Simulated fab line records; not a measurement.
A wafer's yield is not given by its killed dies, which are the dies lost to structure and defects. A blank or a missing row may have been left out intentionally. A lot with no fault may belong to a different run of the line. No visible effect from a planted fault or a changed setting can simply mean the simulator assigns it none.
What tool caused it? + flow sky130 + 10 lots with 30 wafers sampled at 5 steps, on a route of 708 steps

== WHAT EACH GAUGE READ, for each wafer ==
SKY_CONTACT_RS_MEAS_25: measures by four-point-probe. Usual: CONTACT_W_RS 0.339 ohm/sq, standard deviation 0.0036.
| lot  | measured     | on            | CONTACT_W_RS (ohm/sq) | flag |
|------|--------------|---------------|-----------------------|------|
| L617 | day 31 14:28 | film_metro-04 | 0.333 0.333 0.335     |      |
| L619 | day 31 22:14 | film_metro-02 | 0.343 0.341 0.331     |      |
| L620 | day 32 08:28 | film_metro-04 | 0.339 0.342 0.341     |      |
| L621 | day 32 15:52 | film_metro-04 | 0.336 0.340 0.335     |      |
| L623 | day 33 16:29 | film_metro-02 | 0.336 0.339 0.341     |      |
| L624 | day 34 01:57 | film_metro-03 | 0.338 0.343 0.343     |      |
| L625 | day 34 22:10 | film_metro-04 | 0.339 0.339 0.343     |      |
| L628 | day 35 06:49 | film_metro-04 | 0.336 0.336 0.342     |      |
| L632 | day 37 02:31 | film_metro-02 | 0.343 0.443 0.335     | OFF  |
| L640 | day 38 20:26 | film_metro-02 | 0.342 0.347 0.340     |      |

SKY_CONTACT_THK_MEAS_26: measures by xrf. Usual: CONTACT_W_THK 343 nm, standard deviation 4.2.
| lot  | measured     | on            | CONTACT_W_THK (nm) | flag |
|------|--------------|---------------|--------------------|------|
| L617 | day 31 14:35 | film_metro-04 | 347 348 345        |      |
| L619 | day 31 22:22 | film_metro-02 | 345 344 358        |      |
| L620 | day 32 08:34 | film_metro-04 | 341 338 339        |      |
| L621 | day 32 15:58 | film_metro-04 | 344 341 348        |      |
| L623 | day 33 16:35 | film_metro-02 | 345 346 342        |      |
| L624 | day 34 02:04 | film_metro-03 | 345 339 339        |      |
| L625 | day 34 22:16 | film_metro-04 | 343 343 340        |      |
| L628 | day 35 06:56 | film_metro-04 | 346 346 338        |      |
| L632 | day 37 02:37 | film_metro-02 | 338 262 347        | OFF  |
| L640 | day 38 20:32 | film_metro-02 | 343 339 344        |      |

== TOOL THAT RAN EACH LOT (tool first, then ch and the chambers of the sampled wafers, then the start) ==
| lot  | SKY_LOCAL_INTERCONNECT_METAL_ETCH_14 | SKY_CONTACT_ETCH_17                | SKY_CONTACT_CVD_24            |
|------|--------------------------------------|------------------------------------|-------------------------------|
| L617 | rie_metal-01 ch 0,1, day 30 09:40    | rie_diel-03 ch 0,2,3, day 31 13:35 | cvd_w-02 ch 0,1, day 31 14:21 |
| L619 | rie_metal-01 ch 1, day 30 16:53      | rie_diel-02 ch 1,2, day 31 21:23   | cvd_w-01 ch 0,1, day 31 22:08 |
| L620 | rie_metal-01 ch 1, day 31 03:08      | rie_diel-02 ch 0,1, day 32 07:35   | cvd_w-01 ch 0, day 32 08:20   |
| L621 | rie_metal-03 ch 1, day 31 09:52      | rie_diel-03 ch 0,1, day 32 14:58   | cvd_w-01 ch 0,1, day 32 15:44 |
| L623 | rie_metal-02 ch 0,1, day 32 11:31    | rie_diel-02 ch 0,1, day 33 15:36   | cvd_w-01 ch 1, day 33 16:21   |
| L624 | rie_metal-02 ch 0,1, day 32 21:13    | rie_diel-01 ch 0,2,3, day 34 01:05 | cvd_w-01 ch 0,1, day 34 01:49 |
| L625 | rie_metal-03 ch 0,1, day 33 16:46    | rie_diel-01 ch 0,2,3, day 34 21:17 | cvd_w-01 ch 0,1, day 34 22:02 |
| L628 | rie_metal-02 ch 0,1, day 34 02:34    | rie_diel-03 ch 0,1,2, day 35 05:56 | cvd_w-01 ch 0,1, day 35 06:42 |
| L632 | rie_metal-03 ch 0,1, day 35 22:08    | rie_diel-03 ch 0,1,2, day 37 01:38 | cvd_w-01 ch 0,1, day 37 02:23 |
| L640 | rie_metal-01 ch 0,1, day 37 16:50    | rie_diel-03 ch 0,2,3, day 38 19:32 | cvd_w-02 ch 0,1, day 38 20:19 |
- SKY_LOCAL_INTERCONNECT_METAL_ETCH_14: etches TiN in Cl2/BCl3, stops on PSG, target depth 110 nm, time 31.4 s.
- SKY_CONTACT_ETCH_17: etches SiO2 in C4F8/O2/Ar, stops on Si3N4, target depth 340 nm.
- SKY_CONTACT_CVD_24: deposits W, target thk 340 nm, time 102.12 s.

== WHAT THE TOOLS THEMSELVES READ (means of the sampled wafers that have a number; where no wafer has one, the mark that the record gives instead) ==
SKY_LOCAL_INTERCONNECT_METAL_ETCH_14. Usual: chamber_pressure_mTorr 10.000 mTorr, standard deviation 0.009; drypump_motor_current_A 5.8 A, standard deviation 0.39; oes_product_au 0.928 a.u., standard deviation 0.0071; throttle_valve_pct 21.909 %, standard deviation 0.0097.
| lot  | tool         | chamber_pressure_mTorr (mTorr) | drypump_motor_current_A (A) | oes_product_au (a.u.) | throttle_valve_pct (%) | flag |
|------|--------------|--------------------------------|-----------------------------|-----------------------|------------------------|------|
| L617 | rie_metal-01 | 10.015                         | 5.9                         | 0.919                 | 21.917                 |      |
| L619 | rie_metal-01 | 10.000                         | 6.0                         | 0.929                 | 21.915                 |      |
| L620 | rie_metal-01 | 10.013                         | 6.0                         | 0.932                 | 21.898                 |      |
| L621 | rie_metal-03 | 9.993                          | 5.7                         | 0.921                 | 21.910                 |      |
| L623 | rie_metal-02 | 10.003                         | 5.6                         | 0.924                 | 21.910                 |      |
| L624 | rie_metal-02 | 10.001                         | 6.0                         | 0.926                 | 21.910                 |      |
| L625 | rie_metal-03 | 9.997                          | 5.8                         | 0.936                 | 21.901                 |      |
| L628 | rie_metal-02 | 9.998                          | 5.6                         | 0.942                 | 21.906                 |      |
| L632 | rie_metal-03 | 9.990                          | 5.9                         | 0.924                 | 21.918                 |      |
| L640 | rie_metal-01 | 9.997                          | 5.9                         | 0.925                 | 21.908                 |      |

SKY_CONTACT_ETCH_17. Usual: chamber_pressure_mTorr 40.01 mTorr, standard deviation 0.061; oes_product_au 0.892 a.u., standard deviation 0.0044.
| lot  | tool        | chamber_pressure_mTorr (mTorr) | oes_product_au (a.u.) | flag |
|------|-------------|--------------------------------|-----------------------|------|
| L617 | rie_diel-03 | 39.99                          | 0.888                 |      |
| L619 | rie_diel-02 | 39.98                          | 0.893                 |      |
| L620 | rie_diel-02 | 40.01                          | 0.894                 |      |
| L621 | rie_diel-03 | 40.01                          | 0.894                 |      |
| L623 | rie_diel-02 | 39.99                          | 0.889                 |      |
| L624 | rie_diel-01 | 40.02                          | 0.891                 |      |
| L625 | rie_diel-01 | 40.00                          | 0.891                 |      |
| L628 | rie_diel-03 | 40.01                          | 0.889                 |      |
| L632 | rie_diel-03 | 40.00                          | 0.890                 |      |
| L640 | rie_diel-03 | 40.00                          | 0.893                 |      |

SKY_CONTACT_CVD_24. Usual: 945 W for heater_power_w, sd 57.
| lot  | tool     | heater_power_w (W) | flag |
|------|----------|--------------------|------|
| L617 | cvd_w-02 | 874                |      |
| L619 | cvd_w-01 | 946                |      |
| L620 | cvd_w-01 | 977                |      |
| L621 | cvd_w-01 | 968                |      |
| L623 | cvd_w-01 | 980                |      |
| L624 | cvd_w-01 | 961                |      |
| L625 | cvd_w-01 | 986                |      |
| L628 | cvd_w-01 | 975                |      |
| L632 | cvd_w-01 | 968                |      |
| L640 | cvd_w-02 | 884                |      |

== THE ANSWER, worked out from the rows above alone ==
Rule: a lot counts as off when the mean over its wafers that have a number is more than 3 standard deviations away from the usual mean. Also off: a lot with no number at a reading for which 4 or more lots have one. The other lots that the step has rows for count as sound. First the gauges in route order, then the tools' own readings, where a lot's mean is used as printed above. At the first step where some lot is off, the reading lying furthest off is the one used; lots without a number count as furthest.
Off: L632, seen at SKY_CONTACT_RS_MEAS_25 (CONTACT_W_RS).
A tool fits if, at a process step before that reading, it ran every lot that is off, and no sound lot after the first of them. Those tools and the gauges at SKY_CONTACT_RS_MEAS_25 are tried in the same way. Undecided on this evidence; 2 tools fit (rie_metal-03 at SKY_LOCAL_INTERCONNECT_METAL_ETCH_14, cvd_w-01 at SKY_CONTACT_CVD_24).

== WHAT THE SIMULATOR HAD INSERTED ==
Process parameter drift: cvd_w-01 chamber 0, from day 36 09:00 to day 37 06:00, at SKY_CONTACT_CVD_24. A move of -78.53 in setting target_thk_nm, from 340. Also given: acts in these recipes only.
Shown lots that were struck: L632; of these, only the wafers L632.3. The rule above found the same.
